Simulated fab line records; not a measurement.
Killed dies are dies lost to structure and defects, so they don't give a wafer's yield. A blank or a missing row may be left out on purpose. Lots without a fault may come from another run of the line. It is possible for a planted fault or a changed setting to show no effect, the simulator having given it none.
Which of the tools did it?	flow sky130	11 lots with 33 wafers sampled at 2 steps, on a route of 708 steps

== WHAT THE GAUGES READ, wafer by wafer ==
SKY_PWDE_TW_MEAS_10.
lot	measured	on	PWDE_TW
L511	day 3 16:36	film-metro-01	368 368 369
L512	day 4 03:05	film-metro-02	379 376 378
L514	day 4 11:53	film-metro-02	379 377 379
L516	day 5 04:47	film-metro-03	371 374 375
L518	day 5 17:16	film-metro-02	375 372 376
L520	day 6 04:27	film-metro-01	366 368 367
L523	day 6 17:58	film-metro-03	462 460 461
L526	day 7 09:49	film-metro-01	368 369 368
L529	day 8 03:16	film-metro-03	459 458 458
L533	day 9 18:16	film-metro-03	375 375 375
L534	day 9 18:37	film-metro-02	375 374 374

== TOOL THAT RAN EACH LOT (tool first, then ch and the chambers of the sampled wafers, then the start) ==
lot	SKY_PWDE_IMPLANT_08
L511	implanter-04 ch 0, day 3 16:21
L512	implanter-01 ch 0, day 4 02:53
L514	implanter-01 ch 0, day 4 11:39
L516	implanter-04 ch 0, day 5 04:34
L518	implanter-04 ch 0, day 5 17:00
L520	implanter-04 ch 0, day 6 04:12
L523	implanter-03 ch 0, day 6 17:22
L526	implanter-03 ch 0, day 7 09:34
L529	implanter-03 ch 0, day 8 02:42
L533	implanter-04 ch 0, day 9 18:01
L534	implanter-01 ch 0, day 9 18:22
- SKY_PWDE_IMPLANT_08

== THE ANSWER, worked out from the rows above alone ==
Rule: the usual values come from the lots themselves. Put in order of their means at a reading, lots are off if they are a third of the lots or fewer, leave a main group of 4 or more, and stand apart from it by a gap of 3 or more times the standard deviation of the main group's means; of several such gaps the widest counts. If all means in a main group match to the digits the tables above print for the reading, that group is not used. A lot without any number at a reading at which 4 lots or more have one is off too. The other lots that the step has rows for count as sound.
Off: L523, L529, seen at SKY_PWDE_TW_MEAS_10 (PWDE_TW). The main group: mean 373, standard deviation 3.9.
If a tool, at a process step before that reading, ran all the lots that are off and no sound lot after the first of them, it fits. Gauges at SKY_PWDE_TW_MEAS_10: tried the same way as those tools. None of those tried fits.

== WHAT HAD BEEN PUT IN BY THE SIMULATOR ==
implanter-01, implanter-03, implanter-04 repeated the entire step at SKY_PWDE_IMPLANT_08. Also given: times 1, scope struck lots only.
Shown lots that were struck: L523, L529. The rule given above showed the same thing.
